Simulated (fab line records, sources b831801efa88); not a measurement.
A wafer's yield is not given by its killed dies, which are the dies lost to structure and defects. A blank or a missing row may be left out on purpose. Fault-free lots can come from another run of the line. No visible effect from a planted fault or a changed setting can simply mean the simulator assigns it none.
fab line records    flow sky130    part 2 of 2: steps 31 to 39 of 39
[record] lots = 5  wafers = 15  last_day = 50
route steps=708 shown LOCAL_INTERCONNECT@387 CONTACT@406
lots that met no fault: from a run of the same line without faults
start_h: hours from the record's opening day to when the first of the lot's shown wafers began    wait_h: how many hours have passed since the lot's step before this one    " same as the row above    L1.1+2: a row that stands for several wafers    - no value, or no start was given    * or withheld: withheld    < > ~ a bound
route shown NAME@n: NAME is a module with steps in the file, n the number in the route of the first one    usual: mean and standard deviation over wafers with no fault    same: alike in all rows    chamber/n: place in a boat    sites: readings site by site    _std_site: their standard deviation    _edge_site: outer sites' mean less inner sites'    radius_mm: how far each site lies from the wafer's centre    mask NAME#n: copy n    behind: the most recent tool/chamber to have shaped the wafer    hold: what put the lot on hold/how long, in hours/how the hold closed    device: which transistor (n, p or np) failed to switch    end of line: the route-end tests of the same wafers    for a step that has no rows: nothing shown but its recipe    killed: the dies lost at the first sort to structure and to defects; this is not the yield of the wafer    map: shows each die of a wafer: x if killed, . if not, _ if none is there
set.NAME: the setting the step ran with; set.NAME@STEP: the setting that earlier step ran with    model.NAME: the simulator's own value behind a step, which no gauge read
a table for each step, a row for each wafer; lots at some steps of the route
services: the hour from which a tool's chamber was out of use, counted from the record's first day as start_h (under 0 if before that day), plus the number of hours and why
[[steps]]
[step SKY_CONTACT_EXPOSE_11]
[recipe] mask_id = CTM1  na = 0.8  source_shape = annular  sigma_inner = 0.55  sigma_outer = 0.85  target_cd_nm = 170  dose_mj = 38
[usual] stage_vel_mm_s = 499.99/0.23
lot.wafer  tool            chamber  start_h  wait_h  mask    stage_vel_mm_s
L075.1     krf_scanner-02  0        -        -       CTM1#0  499.95
L075.2     "               0        "        "       CTM1#0  499.84
L075.6     "               0        "        "       CTM1#0  499.82
L079.1     krf_scanner-01  0        -        -       CTM1#0  500.08
L079.3     "               0        "        "       CTM1#0  500.08
L079.4     "               0        "        "       CTM1#0  499.56
L080.3     krf_scanner-01  0        -        -       CTM1#0  500.06
L080.5     "               0        "        "       CTM1#0  499.89
L080.6     "               0        "        "       CTM1#0  500.12
L088.2     krf_scanner-01  0        -        -       CTM1#0  500.19
L088.4     "               0        "        "       CTM1#0  499.85
L088.5     "               0        "        "       CTM1#0  500.01
L097.1     krf_scanner-01  0        -        -       CTM1#0  500.26
L097.2     "               0        "        "       CTM1#0  500.04
L097.3     "               0        "        "       CTM1#0  500.17
[step SKY_CONTACT_PEB_12]
[recipe] peb_temp_c = withheld  peb_time_s = withheld  resist = KrF-thick
lot.wafer   tool            chamber  start_h  wait_h
L075.1+2+6  litho_track-02  0        -        -
L079.1+3+4  litho_track-01  0        -        -
L080.3+5+6  litho_track-02  0        -        -
L088.2+4+5  litho_track-01  0        -        -
L097.1+2+3  litho_track-01  0        -        -
[step SKY_CONTACT_DEVELOP_13]
[recipe] develop_time_s = 60  resist = KrF-thick  dev_temp_c = 21
lot.wafer   tool            chamber  start_h  wait_h
L075.1+2+6  litho_track-02  0        -        -
L079.1+3+4  litho_track-01  0        -        -
L080.3+5+6  litho_track-02  0        -        -
L088.2+4+5  litho_track-01  0        -        -
L097.1+2+3  litho_track-01  0        -        -
[step SKY_CONTACT_CD_MEAS_14]
[recipe] target_cd_nm = 170
[usual] cd_nm = 170.3/1.4
lot.wafer  tool       chamber  start_h  wait_h  cd_nm
L075.1     cd_sem-01  -        733.45   -       170.9
L075.2     "          -        "        "       171.7
L075.6     "          -        "        "       171.2
L079.1     cd_sem-02  -        767.75   -       168.8
L079.3     "          -        "        "       169.9
L079.4     "          -        "        "       168.3
L080.3     cd_sem-02  -        779.49   -       170.1
L080.5     "          -        "        "       171.7
L080.6     "          -        "        "       171.0
L088.2     cd_sem-01  -        876.07   -       169.8
L088.4     "          -        "        "       168.2
L088.5     "          -        "        "       169.1
L097.1     cd_sem-02  -        910.60   -       170.9
L097.2     "          -        "        "       171.3
L097.3     "          -        "        "       171.7
[step SKY_CONTACT_OVL_MEAS_15]
[usual] CONTACT_OVL = -5/4.7
lot.wafer  tool        chamber  start_h  wait_h  CONTACT_OVL[nm]
L075.1     overlay-02  -        733.57   0.1     1
L075.2     "           -        "        "       -4
L075.6     "           -        "        "       -5
L079.1     overlay-02  -        767.87   0.1     -3
L079.3     "           -        "        "       2
L079.4     "           -        "        "       5
L080.3     overlay-01  -        779.59   0.1     -4
L080.5     "           -        "        "       -4
L080.6     "           -        "        "       -3
L088.2     overlay-02  -        876.18   0.1     -8
L088.4     "           -        "        "       -6
L088.5     "           -        "        "       -9
L097.1     overlay-01  -        910.72   0.1     -7
L097.2     "           -        "        "       -9
L097.3     "           -        "        "       -10
[step SKY_CONTACT_ETCH_16]
[recipe] chemistry = N2/H2  target = BARC  ion_energy_ev = 200  source_w = 500  bias_w = 100  pressure_mtorr = 30  n2_flow_sccm = 100  h2_flow_sccm = 200  stop_on = SiO2  time_s = 45.9  target_depth_a = 600
[usual] drypump_motor_current_A = 5.6/0.52  oes_product_au = 0.856/0.0047  throttle_valve_pct = 13.225/0.0093
lot.wafer  tool         chamber  start_h  wait_h  drypump_motor_current_A  oes_product_au  rf_hours_counter_h  throttle_valve_pct
L075.1     rie_diel-04  1        733.61   0.0     5.7                      0.851           18                  13.224
L075.2     "            2        "        "       5.6                      0.848           6                   13.219
L075.6     "            3        "        "       4.9                      0.862           -                   13.228
L079.1     rie_diel-04  2        767.91   0.0     5.6                      0.858           7                   13.233
L079.3     "            3        "        "       4.9                      0.858           2                   13.222
L079.4     "            1        "        "       5.6                      0.862           19                  13.225
L080.3     rie_diel-04  3        779.61   0.0     4.9                      0.854           3                   13.239
L080.5     "            0        "        "       6.0                      0.856           -                   13.226
L080.6     "            1        "        "       5.6                      0.852           -                   13.247
L088.2     rie_diel-03  1        876.21   0.0     5.1                      0.852           14                  13.231
L088.4     "            0        "        "       6.1                      0.855           14                  13.225
L088.5     "            1        "        "       5.0                      0.860           -                   13.223
L097.1     rie_diel-04  0        910.76   0.0     6.0                      0.849           22                  13.217
L097.2     "            2        "        "       5.6                      0.865           12                  13.236
L097.3     "            1        "        "       5.6                      0.858           23                  13.214
[step SKY_CONTACT_ETCH_17]
[recipe] target = SiO2  chemistry = C4F8/O2/Ar  stop_on = Si3N4  mask_material = KrF-thick  source_w = 1500  bias_w = 1200  pressure_mtorr = 40  c4f8_flow_sccm = withheld  O2_flow_sccm = 6  Ar_flow_sccm = 300  time_s = withheld  target_depth_a = 3400
[usual] oes_product_au = 0.891/0.0047
lot.wafer  tool         chamber  start_h  wait_h  oes_product_au
L075.1     rie_diel-04  1        733.65   0.0     0.896
L075.2     "            2        "        "       0.891
L075.6     "            3        "        "       0.887
L079.1     rie_diel-04  2        767.95   0.0     0.887
L079.3     "            3        "        "       0.892
L079.4     "            1        "        "       0.902
L080.3     rie_diel-04  3        779.65   0.0     0.890
L080.5     "            0        "        "       0.887
L080.6     "            1        "        "       0.877
L088.2     rie_diel-03  1        876.25   0.0     0.891
L088.4     "            0        "        "       0.895
L088.5     "            1        "        "       0.895
L097.1     rie_diel-04  0        910.80   0.0     0.893
L097.2     "            2        "        "       0.880
L097.3     "            1        "        "       0.892
[step SKY_CONTACT_ETCH_18]
[recipe] target = Si3N4  chemistry = CHF3/O2  stop_on = TiN  source_w = 600  bias_w = 200  pressure_mtorr = 40  chf3_flow_sccm = 50  O2_flow_sccm = 5  time_s = 39  target_depth_a = 750
[usual] drypump_motor_current_A = 5.6/0.52  oes_product_au = 0.856/0.0087  throttle_valve_pct = 8.794/0.0094
lot.wafer  tool         chamber  start_h  wait_h  drypump_motor_current_A  oes_product_au  rf_hours_counter_h  throttle_valve_pct
L075.1     rie_diel-04  1        -        -       5.6                      0.871           18                  8.801
L075.2     "            2        "        "       5.6                      0.859           6                   8.803
L075.6     "            3        "        "       4.9                      0.875           -                   8.815
L079.1     rie_diel-04  2        -        -       5.6                      0.858           7                   8.796
L079.3     "            3        "        "       4.9                      0.866           2                   8.783
L079.4     "            1        "        "       5.6                      0.868           19                  8.776
L080.3     rie_diel-04  3        -        -       4.9                      0.851           3                   8.806
L080.5     "            0        "        "       6.0                      0.864           -                   8.788
L080.6     "            1        "        "       5.6                      0.869           -                   8.794
L088.2     rie_diel-03  1        -        -       5.0                      0.849           14                  8.798
L088.4     "            0        "        "       6.1                      0.863           14                  8.798
L088.5     "            1        "        "       5.0                      0.859           -                   8.811
L097.1     rie_diel-04  0        -        -       6.0                      0.845           22                  8.800
L097.2     "            2        "        "       5.6                      0.836           12                  8.805
L097.3     "            1        "        "       5.6                      0.835           23                  8.793
[step SKY_CONTACT_STRIP_19]
[recipe] chemistry = O2/N2  power_w = 1400  pressure_mtorr = 1500  platen_temp_c = withheld  o2_flow_sccm = 3000  n2_flow_sccm = 300  overash_fraction = 0.5
[usual] drypump_motor_current_A = 6.10/0.29  oes_product_au = 0.380/0.0043  strip_time_to_endpoint_s = 3.614/0.025
lot.wafer  tool             chamber  start_h  wait_h  drypump_motor_current_A  oes_product_au  rf_hours_counter_h  strip_time_to_endpoint_s
L075.1     plasma_asher-03  0        733.74   -       5.68                     0.378           31                  3.631
L075.2     "                1        "        "       6.29                     0.382           31                  3.634
L075.6     "                0        "        "       5.68                     0.381           -                   3.642
L079.1     plasma_asher-03  0        768.04   -       5.70                     0.378           35                  3.648
L079.3     "                0        "        "       5.65                     0.382           -                   3.651
L079.4     "                1        "        "       6.36                     0.378           -                   3.606
L080.3     plasma_asher-02  1        779.78   -       6.17                     0.378           -                   3.609
L080.5     "                0        "        "       5.84                     0.382           -                   3.593
L080.6     "                1        "        "       6.17                     0.380           -                   3.583
L088.2     plasma_asher-03  1        876.34   -       6.35                     0.384           46                  3.642
L088.4     "                1        "        "       6.33                     0.381           -                   3.601
L088.5     "                0        "        "       5.66                     0.384           -                   3.615
L097.1     plasma_asher-03  0        910.89   -       5.64                     0.373           50                  3.639
L097.2     "                1        "        "       6.34                     0.377           50                  3.644
L097.3     "                0        "        "       5.65                     0.383           -                   3.622
[[services]]
tool             chamber  start_h  hours  kind
krf_scanner-02   -        654.58   0.8    pm
krf_scanner-02   -        678.04   4.0    pm
rie_diel-04      2        688.98   5.5    repair
krf_scanner-02   -        696.01   1.0    pm
rie_metal-04     -        696.59   14.6   pm
cmp-02           -        700.50   3.7    repair
krf_scanner-01   -        717.80   1.9    repair
krf_scanner-01   -        728.12   1.0    pm
krf_scanner-01   -        734.77   1.3    pm
cmp-02           -        742.00   1.2    repair
rie_diel-04      3        757.67   8.2    repair
krf_scanner-01   -        764.93   0.8    pm
krf_scanner-02   -        769.94   5.2    repair
plasma_asher-03  -        772.82   2.4    repair
cmp-02           -        774.88   3.5    repair
krf_scanner-01   -        784.36   5.0    repair
krf_scanner-02   -        788.13   0.8    repair
krf_scanner-02   -        795.75   3.6    pm
krf_scanner-02   -        802.40   1.3    pm
rie_diel-04      0        870.81   1.3    repair
krf_scanner-01   -        897.12   1.0    pm
rie_diel-04      1        900.85   2.5    repair
krf_scanner-01   -        900.88   1.1    repair
krf_scanner-01   -        910.67   1.3    pm
